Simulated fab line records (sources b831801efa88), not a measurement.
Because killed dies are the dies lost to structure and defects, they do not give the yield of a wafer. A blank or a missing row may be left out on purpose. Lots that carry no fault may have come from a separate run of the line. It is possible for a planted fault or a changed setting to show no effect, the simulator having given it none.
Which tool is to blame? + flow sky130 + 33 wafers sampled from 11 lots at 1 step of a route of 708

== WHAT THE GAUGES READ, wafer by wafer ==
SKY_NWELL_TW_MEAS_15.
| lot  | measured    | on            | NWELL_TW       |
|------|-------------|---------------|----------------|
| L224 | day 5 14:28 | film metro-01 | 1832 1819 1820 |
| L226 | day 5 22:00 | film metro-01 | 1822 1820 1822 |
| L225 | day 5 22:22 | film metro-01 | 1813 1822 1814 |
| L229 | day 6 05:34 | film metro-03 | 1801 1796 1793 |
| L234 | day 7 09:03 | film metro-03 | 1803 1796 1806 |
| L235 | day 7 13:07 | film metro-04 | 1774 1778 1769 |
| L239 | day 8 14:23 | film metro-01 | 1831 1840 1829 |
| L240 | day 8 21:53 | film metro-03 | 1804 1807 1807 |
| L241 | day 9 01:31 | film metro-04 | 1770 1770 1763 |
| L242 | day 9 07:35 | film metro-01 | 1829 1822 1831 |
| L243 | day 9 09:43 | film metro-03 | 1793 1802 1799 |

== EACH LOT AND THE TOOL THAT RAN IT (in order: tool; ch and the chambers of the sampled wafers; start) ==
Before these readings, the record contains no process step.

== THE ANSWER, worked out from the rows above alone ==
Rule: usual is defined by the lots themselves. The widest of any qualifying gaps counts: lots, ordered by their means at a reading, are off when they make up no more than a third of the lots, leave a main group of 4 or more, and stand apart from it by 3 or more times the standard deviation of that group's means. A main group is skipped when, at the precision printed for the reading in the tables above, its means are all equal. A lot without any number at a reading at which 4 lots or more have one is off too. Any other lot the step has rows for is counted as sound.
No lot is off on any of the readings shown, so nothing can be concluded from this.

== WHAT WAS PUT IN BY THE SIMULATOR ==
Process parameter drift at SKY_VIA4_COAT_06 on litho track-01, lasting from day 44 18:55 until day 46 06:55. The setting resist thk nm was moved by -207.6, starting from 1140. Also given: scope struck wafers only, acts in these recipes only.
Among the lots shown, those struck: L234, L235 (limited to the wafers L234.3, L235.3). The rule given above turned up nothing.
